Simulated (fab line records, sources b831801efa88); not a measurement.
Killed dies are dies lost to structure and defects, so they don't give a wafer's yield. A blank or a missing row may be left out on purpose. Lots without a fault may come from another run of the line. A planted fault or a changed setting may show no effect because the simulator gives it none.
Tool commonality check | flow sky130 | 13 lots, 39 wafers sampled

WHY IT WAS OPENED
At SKY_NWELL_RS_MEAS_29 the reading NWELL_RS is flagged on 3 of 13 lots. Wafers without a fault read 625.5 ohm/sq, standard deviation 1.6.
Rule: a lot is flagged when every wafer of it that has a number lies more than 4 standard deviations from that mean, or none has a number. The other lots count as sound.

lot  | measured     | on            | NWELL_RS (ohm/sq), wafer by wafer | flag
L340 | day 5 12:43  | film_metro-02 | 624.7 625.0 626.5                 |
L341 | day 5 14:56  | film_metro-04 | 627.2 624.2 625.0                 |
L342 | day 5 22:52  | film_metro-04 | 623.6 625.2 626.1                 |
L343 | day 6 03:16  | film_metro-02 | 593.9 594.5 594.9                 | FLAGGED
L347 | day 7 09:26  | film_metro-04 | 624.1 623.5 624.8                 |
L349 | day 7 19:29  | film_metro-02 | 627.2 626.2 626.8                 |
L352 | day 8 13:19  | film_metro-02 | 595.1 595.4 596.1                 | FLAGGED
L354 | day 9 03:52  | film_metro-04 | 593.5 594.9 594.9                 | FLAGGED
L357 | day 9 21:13  | film_metro-02 | 627.0 625.7 625.1                 |
L359 | day 10 11:32 | film_metro-01 | 625.9 625.9 625.0                 |
L360 | day 10 18:00 | film_metro-04 | 622.6 623.4 625.4                 |
L361 | day 11 05:24 | film_metro-04 | 625.6 626.2 625.1                 |
L362 | day 11 10:16 | film_metro-02 | 627.6 626.5 627.2                 |
The numbers of the flagged lots are 594.8 ohm/sq on average: -30.7 ohm/sq against the usual, or -19 standard deviations.

WHICH TOOL RAN EACH LOT
The record holds 1 process step before the reading, out of a route of 708 steps. In each cell: the tool, then ch and the chambers that the sampled wafers went through, then the start.
lot  | flag    | SKY_NWELL_IMPLANT_12
L340 |         | implanter-04 ch 0, day 4 18:33
L341 |         | implanter-01 ch 0, day 4 21:08
L342 |         | implanter-04 ch 0, day 5 03:58
L343 | FLAGGED | implanter-02 ch 0, day 5 08:07
L347 |         | implanter-02 ch 0, day 6 12:48
L349 |         | implanter-01 ch 0, day 6 22:58
L352 | FLAGGED | implanter-04 ch 0, day 7 16:43
L354 | FLAGGED | implanter-02 ch 0, day 8 06:25
L357 |         | implanter-04 ch 0, day 8 22:42
L359 |         | implanter-02 ch 0, day 9 12:24
L360 |         | implanter-02 ch 0, day 9 18:20
L361 |         | implanter-02 ch 0, day 10 04:35
L362 |         | implanter-04 ch 0, day 10 10:06
What these steps do:
- SKY_NWELL_IMPLANT_12
- SKY_NWELL_RS_MEAS_29: measures by four-point-probe.

FLAGGED OVER TOTAL, TOOL BY TOOL (the gauges that took the reading come last)
step                 | tool          | lots run | flagged | share of the flagged lots | sound lots run after its first flagged lot
SKY_NWELL_IMPLANT_12 | implanter-01  | 2        | 0       | none                      | -
SKY_NWELL_IMPLANT_12 | implanter-02  | 6        | 2       | some                      | 4 (L347,L359,L360,L361)
SKY_NWELL_IMPLANT_12 | implanter-04  | 5        | 1       | some                      | 2 (L357,L362)
SKY_NWELL_RS_MEAS_29 | film_metro-01 | 1        | 0       | none                      | -
SKY_NWELL_RS_MEAS_29 | film_metro-02 | 6        | 2       | some                      | 3 (L349,L357,L362)
SKY_NWELL_RS_MEAS_29 | film_metro-04 | 6        | 1       | some                      | 2 (L360,L361)

WHAT THE TABLE ALLOWS
No row of the table ran every flagged lot.

WHAT THE SIMULATOR HAD PUT IN
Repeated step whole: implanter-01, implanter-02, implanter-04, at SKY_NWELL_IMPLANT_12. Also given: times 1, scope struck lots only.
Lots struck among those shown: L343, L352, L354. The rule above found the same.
